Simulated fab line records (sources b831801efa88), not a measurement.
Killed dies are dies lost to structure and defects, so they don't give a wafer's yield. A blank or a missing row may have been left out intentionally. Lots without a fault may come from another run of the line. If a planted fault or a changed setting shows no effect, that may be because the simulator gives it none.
fab line records	flow sky130
[record] lots = 5	wafers = 15	last-day = 49
route steps=708 shown LI_CONTACT@375 LOCAL_INTERCONNECT@387 PAD_OPEN@708
lots with no fault: from the same line, run without faults
start-h: hours from the record's opening day to when the first of the lot's shown wafers began	wait-h: how many hours have passed since the lot's step before this one	" repeats the value in the row above	L1.1+2: several wafers, shown together as one row	- no value present, or no start provided	* or withheld: withheld	< > ~ a bound
route shown NAME@n: names a module that has steps shown in the file, with the first one's number in the route	usual: mean and standard deviation over wafers with no fault	same: alike in all rows	chamber/n: place in a boat	sites: each site's reading	_std_site: how widely they spread, as a standard deviation	_edge_site: inner sites' mean taken away from outer sites' mean	radius-mm: for every site, how far away it sits from the centre of the wafer	mask NAME#n: copy n	behind: tool/chamber where the wafer was last shaped	hold: reason for holding the lot/hours on hold/outcome of the hold	device: whichever transistor did not switch (one of n, p or np)	end of line: tests run on the same wafers once the route is complete	a step given without rows: its recipe and nothing more	killed: count of dies lost to structure and defects at first sort (not the wafer's yield)	map: shows each die of a wafer: x if killed, . if not, _ if none is there
set.NAME: the setting the step ran with; set.NAME@STEP: the setting that earlier step ran with	model.NAME: the simulator's own value behind a step, which no gauge read
lots seen at some steps along the route; tables by step, rows by wafer
services: from which hour (start-h, from the record's first day; less than 0 if before it) a tool's chamber was out of use, for how many hours, and why
[[steps]]
[step SKY_LI_CONTACT_OVL_MEAS_13]
[usual] LI_CONTACT_OVL = -1/4.7
lot.wafer	tool	chamber	start-h	wait-h	LI_CONTACT_OVL[nm]
L438.2	overlay-02	-	688.69	0.1	-2
L438.3	"	-	"	"	4
L438.4	"	-	"	"	2
L443.1	overlay-01	-	734.74	0.1	-2
L443.5	"	-	"	"	7
L443.6	"	-	"	"	-3
L451.1	overlay-02	-	798.49	0.1	1
L451.3	"	-	"	"	-1
L451.5	"	-	"	"	2
L453.2	overlay-01	-	812.86	0.1	-7
L453.3	"	-	"	"	-2
L453.5	"	-	"	"	-10
L455.1	overlay-01	-	822.85	0.1	-1
L455.3	"	-	"	"	3
L455.6	"	-	"	"	1
[step SKY_LI_CONTACT_ETCH_14]
[recipe] chemistry = N2/H2	target = BARC	ion-energy-ev = 200	source-w = 500	bias-w = 100	pressure-mtorr = 30	n2-flow-sccm = 100	h2-flow-sccm = 200	stop-on = SiO2	time-s = 45.9	target-depth-a = 600
[usual] drypump-motor-current-A = 5.8/0.48	oes-product-au = 0.854/0.0042	rf-fwd-power-W = 494.9/2.2	throttle-valve-pct = 13.225/0.009
lot.wafer	tool	chamber	start-h	wait-h	drypump-motor-current-A	oes-product-au	rf-fwd-power-W	rf-hours-counter-h	throttle-valve-pct
L438.2	rie-diel-01	2	688.72	0.0	6.2	0.855	492.7	3	13.234
L438.3	"	1	"	"	5.4	0.859	497.4	8	13.215
L438.4	"	0	"	"	6.2	0.863	495.1	21	13.214
L443.1	rie-diel-03	2	734.77	0.0	6.0	0.857	496.1	0	13.217
L443.5	"	0	"	"	4.8	0.856	496.6	-	13.218
L443.6	"	3	"	"	5.8	0.860	489.1	-	13.220
L451.1	rie-diel-02	1	798.52	0.0	5.2	0.850	496.0	6	13.226
L451.3	"	2	"	"	5.9	0.843	496.4	18	13.230
L451.5	"	2	"	"	5.9	0.850	496.6	-	13.222
L453.2	rie-diel-01	0	812.89	0.0	6.2	0.854	493.1	23	13.222
L453.3	"	3	"	"	6.4	0.854	493.3	4	13.220
L453.5	"	2	"	"	6.2	0.860	493.6	-	13.214
L455.1	rie-diel-01	3	822.89	0.0	6.4	0.852	494.5	5	13.240
L455.3	"	0	"	"	6.3	0.856	491.3	23	13.212
L455.6	"	3	"	"	6.4	0.856	496.4	-	13.233
[step SKY_LI_CONTACT_ETCH_15]
[recipe] target = PSG	chemistry = C4F8/O2/Ar	stop-on = Si	taper-deg = 4.15	mask-material = KrF-thick	source-w = 1500	bias-w = 1200	pressure-mtorr = 40	c4f8-flow-sccm = withheld	O2_flow_sccm = 6	Ar_flow_sccm = 300	time-s = withheld	target-depth-a = 6000
[step SKY_LI_CONTACT_STRIP_16]
[recipe] chemistry = O2/N2	power-w = 1400	pressure-mtorr = 1500	platen-temp-c = withheld	o2-flow-sccm = 3000	n2-flow-sccm = 300	overash-fraction = 0.5
[usual] drypump-motor-current-A = 5.9/0.64	oes-product-au = 0.375/0.0046	strip-time-to-endpoint-s = 3.491/0.029
[same] overash-fraction = 0.5
lot.wafer	tool	chamber	start-h	wait-h	drypump-motor-current-A	oes-product-au	rf-hours-counter-h	strip-time-to-endpoint-s
L438.2	plasma-asher-04	1	688.85	-	5.3	0.374	86	3.519
L438.3	"	0	"	"	5.0	0.379	-	3.536
L438.4	"	1	"	"	5.3	0.376	-	3.534
L443.1	plasma-asher-03	1	734.90	-	5.9	0.366	57	3.476
L443.5	"	1	"	"	5.9	0.370	-	3.467
L443.6	"	0	"	"	6.7	0.380	-	3.530
L451.1	plasma-asher-01	1	798.65	-	6.0	0.383	37	3.499
L451.3	"	0	"	"	6.6	0.379	-	3.458
L451.5	"	1	"	"	6.0	0.374	-	3.482
L453.2	plasma-asher-03	0	813.02	-	6.7	0.380	65	3.523
L453.3	"	0	"	"	6.7	0.381	-	3.478
L453.5	"	1	"	"	5.9	0.380	-	3.521
L455.1	plasma-asher-04	0	823.01	-	5.0	0.372	100	3.501
L455.3	"	0	"	"	5.0	0.381	-	3.552
L455.6	"	1	"	"	5.3	0.382	-	3.529
[step SKY_LI_CONTACT_CLEAN_17]
[recipe] chemistry = NMP	time-s = 600	temp-c = 60	dry = n2-spin
[step SKY_LI_CONTACT_PRE_CLEAN_18]
[recipe] gas = Ar	time-s = 5.6	bias-v = 358
[step SKY_LI_CONTACT_SPUTTER_19]
[recipe] material = Ti	target-thk-nm = 20	chamber-pressure-pa = 5	power-w = 2500	substrate-temp-c = 200	time-s = 106.37
[step SKY_LI_CONTACT_SPUTTER_20]
[recipe] material = TiN	target-thk-nm = 20	chamber-pressure-pa = 5	power-w = 4000	time-s = 80
[usual] cathode-dc-power-W = 4000.0/0.7	throttle-valve-pct = 29.9/0.88
lot.wafer	tool	chamber	start-h	wait-h	cathode-dc-power-W	throttle-valve-pct
L438.2	pvd-sputter-01	-	689.22	0.0	4000.4	29.3
L438.3	"	-	"	"	3999.9	31.0
L438.4	"	-	"	"	3999.3	29.8
L443.1	pvd-sputter-02	-	735.27	0.0	3999.5	31.8
L443.5	"	-	"	"	3999.3	29.2
L443.6	"	-	"	"	3999.9	30.0
L451.1	pvd-sputter-01	-	799.04	0.0	3999.4	28.9
L451.3	"	-	"	"	3999.4	29.3
L451.5	"	-	"	"	4000.2	29.0
L453.2	pvd-sputter-04	-	813.39	0.0	4000.1	28.8
L453.3	"	-	"	"	3999.7	29.0
L453.5	"	-	"	"	3999.1	30.6
L455.1	pvd-sputter-01	-	823.40	0.0	4000.2	30.1
L455.3	"	-	"	"	3999.1	29.2
L455.6	"	-	"	"	4000.0	29.2
[step SKY_LI_CONTACT_CVD_21]
[recipe] material = W	target-thk-nm = 400	time-s = 120.56	temp-c = 400	pressure-torr = 40
[usual] heater-power-w = 846/83
lot.wafer	tool	chamber	start-h	wait-h	heater-power-w
L438.2	cvd-w-02	1	689.28	0.0	781
L438.3	"	1	"	"	753
L438.4	"	0	"	"	842
L443.1	cvd-w-02	1	735.33	0.0	760
L443.5	"	0	"	"	831
L443.6	"	1	"	"	744
L451.1	cvd-w-01	0	799.10	0.0	934
L451.3	"	0	"	"	901
L451.5	"	1	"	"	1003
L453.2	cvd-w-02	0	813.45	0.0	844
L453.3	"	0	"	"	844
L453.5	"	0	"	"	843
L455.1	cvd-w-02	0	823.46	0.0	842
L455.3	"	0	"	"	836
L455.6	"	0	"	"	863
[step SKY_LI_CONTACT_RS_MEAS_22]
[recipe] thk-meas-gauge = four-point-probe	reads = W_of_LI_CONTACT_CVD_21+TiN_of_LI_CONTACT_SPUTTER_20+Ti_of_LI_CONTACT_SPUTTER_19
[usual] LI_CONTACT_W_RS = 0.286/0.0034
lot.wafer	tool	chamber	start-h	wait-h	LI_CONTACT_W_RS[ohm/sq]
L438.2	film-metro-03	-	689.43	0.1	0.281
L438.3	"	-	"	"	0.279
L438.4	"	-	"	"	0.282
L443.1	film-metro-03	-	735.46	0.1	0.286
L443.5	"	-	"	"	0.285
L443.6	"	-	"	"	0.286
L451.1	film-metro-04	-	799.22	0.1	0.289
L451.3	"	-	"	"	0.289
L451.5	"	-	"	"	0.293
L453.2	film-metro-03	-	813.60	0.1	0.282
L453.3	"	-	"	"	0.283
L453.5	"	-	"	"	0.280
L455.1	film-metro-04	-	823.59	0.1	0.287
L455.3	"	-	"	"	0.283
L455.6	"	-	"	"	0.290
[step SKY_LI_CONTACT_THK_MEAS_23]
[recipe] thk-meas-gauge = xrf	reads = W_of_LI_CONTACT_CVD_21
[usual] LI_CONTACT_W_THK = 394/5.1
lot.wafer	tool	chamber	start-h	wait-h	LI_CONTACT_W_THK[nm]
L438.2	film-metro-03	-	689.54	0.1	394
L438.3	"	-	"	"	399
L438.4	"	-	"	"	393
L443.1	film-metro-03	-	735.58	0.1	393
L443.5	"	-	"	"	393
L443.6	"	-	"	"	396
L451.1	film-metro-04	-	799.34	0.1	389
L451.3	"	-	"	"	391
L451.5	"	-	"	"	387
L453.2	film-metro-03	-	813.71	0.1	393
L453.3	"	-	"	"	395
L453.5	"	-	"	"	396
L455.1	film-metro-04	-	823.71	0.1	398
L455.3	"	-	"	"	406
L455.6	"	-	"	"	394
[step SKY_LI_CONTACT_CMP_24]
[recipe] stop-on = PSG	t-overpolish-s = 20	down-force-psi = 3.5	platen-rpm = 60	target-thk-nm = 0	pad-velocity-m-s = 0.94248
[usual] motor-current-A = 11.5/0.9	overpolish-run-s = 19.998/0.0097	time-to-endpoint-s = 96/3.7
lot.wafer	tool	chamber	start-h	wait-h	motor-current-A	overpolish-run-s	time-to-endpoint-s
L438.4	cmp-01	2	689.59	0.0	10.5	19.996	104
L438.2	"	3	"	"	11.4	20.006	101
L438.3	"	0	"	"	12.4	19.986	103
L443.1	cmp-02	2	735.82	0.2	13.3	19.987	99
L443.5	"	0	"	"	10.0	19.987	88
L443.6	"	1	"	"	10.5	20.012	96
L451.3	cmp-02	0	799.45	0.1	10.1	19.997	90
L451.1	"	1	"	"	10.4	20.002	93
L451.5	"	0	"	"	10.3	19.989	92
L453.3	cmp-01	0	813.81	0.1	12.2	19.986	92
L453.2	"	1	"	"	11.9	20.001	90
L453.5	"	3	"	"	11.4	20.004	95
L455.1	cmp-01	1	823.77	0.1	11.2	19.993	95
L455.3	"	3	"	"	10.9	19.997	97
L455.6	"	1	"	"	11.8	19.997	94
[step SKY_LOCAL_INTERCONNECT_SPUTTER_00]
[recipe] material = TiN	target-thk-nm = 100	temp-c = 300	power-w = 6500	time-s = 83.3	chamber-pressure-pa = 0.4
[usual] cathode-dc-power-W = 6500.0/1.1	throttle-valve-pct = 30.2/0.89
lot.wafer	tool	chamber	start-h	wait-h	cathode-dc-power-W	throttle-valve-pct	model.TiN_of_LOCAL_INTERCONNECT_SPUTTER_00.thk-nm
L438.2	pvd-sputter-03	-	689.89	0.2	6500.8	30.4	101.4
L438.3	"	-	"	"	6502.1	31.4	100.1
L438.4	"	-	"	"	6498.7	30.1	101.3
L443.1	pvd-sputter-02	-	736.02	0.1	6498.3	31.7	98.7
L443.5	"	-	"	"	6500.1	29.0	98.76
L443.6	"	-	"	"	6499.3	31.3	99.34
L451.1	pvd-sputter-03	-	799.70	0.1	5766.6	30.3	88.33
L451.3	"	-	"	"	6500.5	31.4	98.98
L451.5	"	-	"	"	5767.9	30.2	88.62
L453.2	pvd-sputter-01	-	814.06	0.1	6501.5	29.5	99.3
L453.3	"	-	"	"	6497.6	31.5	99
L453.5	"	-	"	"	6499.3	29.2	99.71
L455.1	pvd-sputter-02	-	824.07	0.2	6499.6	31.7	100.9
L455.3	"	-	"	"	6500.7	30.3	101.9
L455.6	"	-	"	"	6498.9	31.4	100.9
[step SKY_LOCAL_INTERCONNECT_RS_MEAS_01]
[recipe] thk-meas-gauge = four-point-probe	reads = TiN_of_LOCAL_INTERCONNECT_SPUTTER_00
[usual] LOCAL_INTERCONNECT_TIN_RS = 14.16/0.14
lot.wafer	tool	chamber	start-h	wait-h	LOCAL_INTERCONNECT_TIN_RS[ohm/sq]
L438.2	film-metro-02	-	689.97	0.1	13.93
L438.3	"	-	"	"	14.10
L438.4	"	-	"	"	13.96
L443.1	film-metro-03	-	736.09	0.0	14.37
L443.5	"	-	"	"	14.37
L443.6	"	-	"	"	14.23
L451.1	film-metro-03	-	799.77	0.0	16.12
L451.3	"	-	"	"	14.29
L451.5	"	-	"	"	16.09
L453.2	film-metro-02	-	814.14	0.1	14.23
L453.3	"	-	"	"	14.28
L453.5	"	-	"	"	14.20
L455.1	film-metro-02	-	824.13	0.0	14.01
L455.3	"	-	"	"	13.86
L455.6	"	-	"	"	14.01
[step SKY_LOCAL_INTERCONNECT_THK_MEAS_02]
[recipe] thk-meas-gauge = xrf	reads = TiN_of_LOCAL_INTERCONNECT_SPUTTER_00
[usual] LOCAL_INTERCONNECT_TIN_THK = 98.8/0.93
lot.wafer	tool	chamber	start-h	wait-h	LOCAL_INTERCONNECT_TIN_THK[nm]
L438.2	film-metro-02	-	690.08	0.1	100.4
L438.3	"	-	"	"	98.8
L438.4	"	-	"	"	100.1
L443.1	film-metro-03	-	736.21	0.1	97.3
L443.5	"	-	"	"	97.4
L443.6	"	-	"	"	98.1
L451.1	film-metro-03	-	799.89	0.1	87.7
L451.3	"	-	"	"	97.9
L451.5	"	-	"	"	88.0
L453.2	film-metro-02	-	814.25	0.1	98.7
L453.3	"	-	"	"	98.6
L453.5	"	-	"	"	99.2
L455.1	film-metro-02	-	824.25	0.1	100.0
L455.3	"	-	"	"	101.5
L455.6	"	-	"	"	100.1
[step SKY_LOCAL_INTERCONNECT_DEHYDRATE_03]
[recipe] temp-c = 200	time-s = 60
[step SKY_LOCAL_INTERCONNECT_HMDS_04]
[recipe] prime-time-s = 60	prime-temp-c = 120
[step SKY_LOCAL_INTERCONNECT_COAT_05]
[recipe] resist = BARC	temp-c = withheld	time-s = withheld	spin-rpm = 3000	resist-thk-nm = 60
[step SKY_LOCAL_INTERCONNECT_COAT_06]
[recipe] resist = KrF-thick	spin-rpm = 3000	resist-thk-nm = 450
[step SKY_LOCAL_INTERCONNECT_SOFTBAKE_07]
[recipe] temp-c = 100	time-s = 90	resist = KrF-thick
[step SKY_LOCAL_INTERCONNECT_EXPOSE_08]
[recipe] mask-id = LI1M	na = 0.8	source-shape = annular	sigma-inner = 0.55	sigma-outer = 0.85	target-cd-nm = 170	dose-mj = 28
[step SKY_LOCAL_INTERCONNECT_PEB_09]
[recipe] peb-temp-c = withheld	peb-time-s = withheld	resist = KrF-thick
[step SKY_LOCAL_INTERCONNECT_DEVELOP_10]
[recipe] develop-time-s = 60	resist = KrF-thick	dev-temp-c = 21
[step SKY_LOCAL_INTERCONNECT_CD_MEAS_11]
[recipe] target-cd-nm = 170
[usual] cd-nm = 169.4/1.6
lot.wafer	tool	chamber	start-h	wait-h	cd-nm
L438.2	cd-sem-01	-	717.90	-	172.2
L438.3	"	-	"	"	171.4
L438.4	"	-	"	"	169.9
L443.1	cd-sem-01	-	763.18	-	169.7
L443.5	"	-	"	"	169.8
L443.6	"	-	"	"	170.0
L451.1	cd-sem-02	-	825.95	-	170.0
L451.3	"	-	"	"	169.6
L451.5	"	-	"	"	170.7
L453.2	cd-sem-02	-	840.24	-	172.8
L453.3	"	-	"	"	171.2
L453.5	"	-	"	"	173.1
L455.1	cd-sem-01	-	850.82	-	168.2
L455.3	"	-	"	"	170.3
L455.6	"	-	"	"	169.6
[step SKY_LOCAL_INTERCONNECT_OVL_MEAS_12]
[usual] LOCAL_INTERCONNECT_OVL = 6/5.8
lot.wafer	tool	chamber	start-h	wait-h	LOCAL_INTERCONNECT_OVL[nm]
L438.2	overlay-01	-	718.01	0.1	-7
L438.3	"	-	"	"	5
L438.4	"	-	"	"	7
L443.1	overlay-02	-	763.30	0.1	14
L443.5	"	-	"	"	12
L443.6	"	-	"	"	-2
L451.1	overlay-01	-	826.07	0.1	8
L451.3	"	-	"	"	5
L451.5	"	-	"	"	9
L453.2	overlay-02	-	840.35	0.1	3
L453.3	"	-	"	"	3
L453.5	"	-	"	"	-3
L455.1	overlay-02	-	850.94	0.1	13
L455.3	"	-	"	"	11
L455.6	"	-	"	"	4
[step SKY_LOCAL_INTERCONNECT_ETCH_13]
[recipe] chemistry = N2/H2	target = BARC	ion-energy-ev = 200	bias-w = 100	pressure-mtorr = 30	n2-flow-sccm = 100	h2-flow-sccm = 200	icp-w = 500	stop-on = SiO2	time-s = 45.9	target-depth-a = 600
[step SKY_LOCAL_INTERCONNECT_METAL_ETCH_14]
[recipe] target-depth-nm = 110	stop-on = PSG	chemistry = Cl2/BCl3	target = TiN	resist-sidewall-deg = 88	pressure-mtorr = 10	icp-w = 900	bias-w = 48.5	Cl2_flow_sccm = 60	bcl3-flow-sccm = 30	time-s = 31.4
[usual] drypump-motor-current-A = 5.6/0.46	oes-product-au = 0.940/0.0071	rf-fwd-power-W = 891/3.3	throttle-valve-pct = 21.902/0.01
lot.wafer	tool	chamber	start-h	wait-h	drypump-motor-current-A	oes-product-au	rf-fwd-power-W	rf-hours-counter-h	throttle-valve-pct
L438.2	rie-metal-01	1	718.10	0.0	6.5	0.947	892	11	21.891
L438.3	"	0	"	"	5.7	0.950	894	-	21.900
L438.4	"	1	"	"	6.5	0.951	889	-	21.892
L443.1	rie-metal-01	1	763.40	0.0	6.5	0.934	891	13	21.899
L443.5	"	0	"	"	5.7	0.931	894	-	21.912
L443.6	"	1	"	"	6.5	0.938	894	-	21.896
L451.1	rie-metal-01	1	826.17	0.0	6.5	0.876	892	15	21.935
L451.3	"	0	"	"	5.7	0.940	890	-	21.921
L451.5	"	1	"	"	6.5	0.868	895	-	21.946
L453.2	rie-metal-01	0	840.44	0.0	5.7	0.934	892	4	21.883
L453.3	"	1	"	"	6.5	0.929	892	-	21.905
L453.5	"	1	"	"	6.5	0.942	889	-	21.905
L455.1	rie-metal-01	1	851.04	0.0	6.5	0.948	888	16	21.911
L455.3	"	1	"	"	6.5	0.950	890	-	21.905
L455.6	"	0	"	"	5.7	0.942	892	-	21.897
[step SKY_LOCAL_INTERCONNECT_STRIP_15]
[recipe] chemistry = O2/N2	power-w = 1400	pressure-mtorr = 1500	platen-temp-c = withheld	o2-flow-sccm = 3000	n2-flow-sccm = 300	overash-fraction = 0.5
[step SKY_LOCAL_INTERCONNECT_STRIP_16]
[recipe] chemistry = post-etch-residue-remover	time-s = 1200	temp-c = 72.5
lot.wafer	tool	chamber	start-h	wait-h	model.TiN_of_LOCAL_INTERCONNECT_SPUTTER_00.thk-nm
L438.2	wet-bench-02	2	718.25	0.1	101
L438.3	"	2	"	"	99.67
L438.4	"	2	"	"	100.8
L443.1	wet-bench-02	2	763.55	0.1	98.28
L443.5	"	2	"	"	98.34
L443.6	"	2	"	"	98.92
L451.1	wet-bench-04	1	826.32	0.1	87.92
L451.3	"	1	"	"	98.57
L451.5	"	1	"	"	88.21
L453.2	wet-bench-01	1	840.59	0.1	98.88
L453.3	"	1	"	"	98.58
L453.5	"	1	"	"	99.29
L455.1	wet-bench-01	1	851.19	0.1	100.5
L455.3	"	1	"	"	101.4
L455.6	"	1	"	"	100.4
[step SKY_LOCAL_INTERCONNECT_CLEAN_17]
[recipe] chemistry = IPA	time-s = 180	temp-c = 25
[step SKY_PAD_OPEN_PROBE_99]
[usual] killed_at_M0_to_M3 = 42/7.3	killed_at_M4_up = 3.2/1.8	killed-at-contacts = 25/5.2	killed-at-front-end = 15/4.6	killed-at-other = 0.3/0.62	killed-dies = 85/9.9	killed-open = 46/7.1	killed-short = 38/5.7
[same] gross-dies = 492	killed-at-back-side = 0
lot.wafer	tool	chamber	start-h	wait-h	killed_at_M0_to_M3	killed_at_M4_up	killed-at-contacts	killed-at-front-end	killed-at-other	killed-dies	killed-open	killed-short	model.etest.res-li.line-ohm-um	model.etest.res-li.rs-ohm-sq	model.etest.mcon-chain.rc-ohm
L438.2	prober-01	-	1083.87	0.1	38	4	32	16	0	90	48	42	73.76	12.73	17.01
L438.3	prober-01	-	1083.92	0.2	50	0	23	13	0	86	44	42	74.18	12.74	16.3
L438.4	prober-01	-	1083.97	0.2	35	6	29	31	1	102	59	43	73.94	12.6	16.92
L443.1	prober-01	-	1118.92	0.1	34	3	25	27	1	90	48	41	75.9	12.92	17.45
L443.5	prober-01	-	1119.12	0.2	36	6	28	18	0	88	49	37	75.65	13	17.22
L443.6	prober-01	-	1119.17	0.2	39	4	31	13	2	89	47	40	75.12	12.95	17.3
L451.1	prober-01	-	1165.05	0.1	42	4	18	9	0	73	38	35	84.69	14.49	18.17
L451.3	prober-01	-	1165.15	0.2	38	3	26	14	0	81	48	33	76.01	12.94	16.41
L451.5	prober-01	-	1165.25	0.2	49	1	28	7	0	85	50	35	84.04	14.52	17.18
L453.2	prober-01	-	1173.83	0.1	43	7	19	10	0	79	42	37	73.78	12.84	17.52
L453.3	prober-01	-	1173.88	0.2	34	5	23	13	0	75	40	35	75.78	12.84	17.23
L453.5	prober-01	-	1173.98	0.2	34	1	25	16	0	76	43	33	74.75	12.87	16.63
L455.1	prober-01	-	1180.59	0.1	44	5	19	9	0	77	37	39	74.59	12.71	16.56
L455.3	prober-01	-	1180.69	0.2	38	4	28	21	0	91	46	43	73.59	12.56	17.07
L455.6	prober-01	-	1180.84	0.2	29	4	21	19	0	73	38	35	74.24	12.56	16.68
// killed by level:class
L438.2 CONTACT:geometric-particle:open=14 VIA1:geometric-particle:open=8 CONTACT:geometric-particle:short=7 LI_CONTACT:geometric-particle:open=6 VIA3:geometric-particle:open=5 POLY_GATE:geometric-particle:open=4 POLY_GATE:geometric-particle:short=4 METAL1:geometric-particle:short=4
L438.3 VIA1:geometric-particle:open=17 CONTACT:geometric-particle:short=8 VIA3:geometric-particle:open=6 FIELD_ISO:geometric-particle:open=5 LOCAL_INTERCONNECT:geometric-particle:short=5 CONTACT:geometric-particle:open=5 VIA1:geometric-particle:short=5 METAL2:geometric-particle:short=5
L438.4 FIELD_ISO:geometric-particle:open=10 CONTACT:geometric-particle:open=10 VIA2:geometric-particle:open=8 FIELD_ISO:geometric-particle:short=7 LI_CONTACT:geometric-particle:open=7 CONTACT:geometric-particle:short=6 POLY_GATE:geometric-particle:open=5 LOCAL_INTERCONNECT:geometric-particle:short=5
L443.1 CONTACT:geometric-particle:open=8 FIELD_ISO:geometric-particle:short=7 FIELD_ISO:geometric-particle:open=7 CONTACT:geometric-particle:short=7 VIA1:geometric-particle:open=6 VIA3:geometric-particle:open=6 POLY_GATE:geometric-particle:open=6 METAL2:geometric-particle:short=6
L443.5 VIA1:geometric-particle:open=12 LI_CONTACT:geometric-particle:open=8 CONTACT:geometric-particle:open=8 LOCAL_INTERCONNECT:geometric-particle:short=7 FIELD_ISO:geometric-particle:short=6 FIELD_ISO:geometric-particle:open=4 POLY_GATE:geometric-particle:short=3 SPACER:geometric-particle:open=3
L443.6 CONTACT:geometric-particle:open=15 VIA1:geometric-particle:open=9 LI_CONTACT:geometric-particle:open=8 METAL2:geometric-particle:short=8 FIELD_ISO:geometric-particle:open=5 METAL3:geometric-particle:open=5 VIA1:geometric-particle:short=4 CONTACT:geometric-particle:short=4
L451.1 VIA1:geometric-particle:open=12 CONTACT:geometric-particle:open=10 METAL2:geometric-particle:short=6 FIELD_ISO:geometric-particle:short=4 METAL1:geometric-particle:short=4 VIA1:geometric-particle:short=4 CONTACT:geometric-particle:short=3 VIA2:geometric-particle:open=3
L451.3 CONTACT:geometric-particle:open=10 VIA2:geometric-particle:open=9 LI_CONTACT:geometric-particle:open=7 VIA3:geometric-particle:open=5 LOCAL_INTERCONNECT:geometric-particle:short=4 METAL1:geometric-particle:short=4 METAL2:geometric-particle:short=4 FIELD_ISO:geometric-particle:short=3
L451.5 VIA1:geometric-particle:open=14 CONTACT:geometric-particle:open=10 VIA1:geometric-particle:short=9 LI_CONTACT:geometric-particle:open=8 VIA2:geometric-particle:open=7 LOCAL_INTERCONNECT:geometric-particle:short=5 METAL2:geometric-particle:short=4 VIA3:geometric-particle:open=4
L453.2 VIA1:geometric-particle:open=11 CONTACT:geometric-particle:open=8 VIA3:geometric-particle:open=6 METAL4:geometric-particle:short=6 LI_CONTACT:geometric-particle:open=5 METAL1:geometric-particle:short=5 METAL2:geometric-particle:short=5 VIA1:geometric-particle:short=4
L453.3 CONTACT:geometric-particle:open=11 METAL1:geometric-particle:short=6 VIA1:geometric-particle:open=6 LI_CONTACT:geometric-particle:open=5 VIA1:geometric-particle:short=5 VIA3:geometric-particle:open=5 FIELD_ISO:geometric-particle:short=4 METAL4:geometric-particle:short=4
L453.5 CONTACT:geometric-particle:open=11 VIA1:geometric-particle:open=10 CONTACT:geometric-particle:short=6 VIA3:geometric-particle:open=5 VIA3:geometric-particle:short=5 FIELD_ISO:geometric-particle:short=4 POLY_GATE:geometric-particle:open=4 LI_CONTACT:geometric-particle:open=4
L455.1 VIA1:geometric-particle:open=10 METAL1:geometric-particle:short=7 LI_CONTACT:geometric-particle:open=6 VIA1:geometric-particle:short=5 CONTACT:geometric-particle:open=4 POLY_GATE:geometric-particle:short=4 LI_CONTACT:geometric-particle:short=4 METAL4:geometric-particle:open=4
L455.3 VIA1:geometric-particle:open=12 CONTACT:geometric-particle:open=11 FIELD_ISO:geometric-particle:open=7 METAL1:geometric-particle:short=7 VIA1:geometric-particle:short=7 LI_CONTACT:geometric-particle:open=6 CONTACT:geometric-particle:short=5 POLY_GATE:geometric-particle:short=4
L455.6 CONTACT:geometric-particle:open=7 LI_CONTACT:geometric-particle:open=6 FIELD_ISO:geometric-particle:open=5 VIA2:geometric-particle:open=5 POLY_GATE:geometric-particle:short=4 METAL1:geometric-particle:short=4 VIA1:geometric-particle:open=4 VIA1:geometric-particle:short=4
[[services]]
tool	chamber	start-h	hours	kind
rie-metal-01	-	673.39	2.8	pm
cvd-w-02	0	678.37	2.4	repair
pvd-sputter-02	-	687.60	7.4	repair
cvd-w-02	0	699.87	4.8	repair
cmp-02	-	700.44	1.6	repair
pvd-sputter-01	-	713.10	1.4	repair
plasma-asher-03	-	713.24	2.6	repair
pvd-sputter-02	-	724.68	2.8	repair
rie-metal-01	-	725.68	14.6	pm
cmp-01	-	747.54	4.0	pm
plasma-asher-03	-	755.00	0.6	repair
cmp-02	-	755.75	0.5	repair
cvd-w-02	-	763.19	2.1	repair
cmp-01	-	772.49	3.1	pm
cmp-02	-	773.42	0.5	repair
rie-diel-01	-	789.52	0.8	repair
rie-diel-01	-	791.56	14.6	pm
cmp-02	-	799.78	2.7	repair
pvd-sputter-02	-	809.17	0.7	repair
cmp-02	-	824.61	0.4	repair
cmp-02	-	826.13	1.7	repair
rie-diel-01	0	838.88	2.8	repair
cmp-01	-	840.58	1.3	repair
cmp-01	-	840.75	2.0	repair
[[key]]
[first-sign] step = SKY_LOCAL_INTERCONNECT_SPUTTER_00	reading = cathode-dc-power-W	direction = down	sigmas = 99+	usual = 6500.0	struck = 5767.3
[effect] step = SKY_LOCAL_INTERCONNECT_RS_MEAS_01	reading = LOCAL_INTERCONNECT_TIN_RS	direction = up	sigmas = 14	usual = 14.16	struck = 16.11
[effect] step = SKY_LOCAL_INTERCONNECT_THK_MEAS_02	reading = LOCAL_INTERCONNECT_TIN_THK	direction = down	sigmas = 12	usual = 98.8	struck = 87.9
[effect] step = SKY_LOCAL_INTERCONNECT_METAL_ETCH_14	reading = oes-product-au	direction = down	sigmas = 9.6	usual = 0.940	struck = 0.872
[model-effect] step = SKY_LOCAL_INTERCONNECT_SPUTTER_00	value = TiN_of_LOCAL_INTERCONNECT_SPUTTER_00.thk-nm	without = 99.77	struck = 88.48
[model-effect] step = SKY_LOCAL_INTERCONNECT_STRIP_16	value = TiN_of_LOCAL_INTERCONNECT_SPUTTER_00.thk-nm	without = 99.36	struck = 88.06
[model-effect] step = SKY_PAD_OPEN_PROBE_99	value = etest.res-li.line-ohm-um	without = 74.82	struck = 84.36
met-at SKY_LOCAL_INTERCONNECT_SPUTTER_00
struck-wafers L451.1,L451.5
tester-left-out L451
onset-between 689.89 799.70
[fault] kind = process-parameter-drift	tool = pvd-sputter-03	chamber = -	onset-h = 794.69	steps = SKY_LOCAL_INTERCONNECT_SPUTTER_00	channel = power-w	offset = *	shape = step	end-h = 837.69	acts-in = *	stated = *	scope = struck-wafers-only
// tester-left-out: of these lots the tester's yield and bins aren't shown, on N5 and GAA mostly nor the transistor test; their killed dies are dies lost to structure and defects alone, not to doping, threshold or leakage, so they don't give the yield
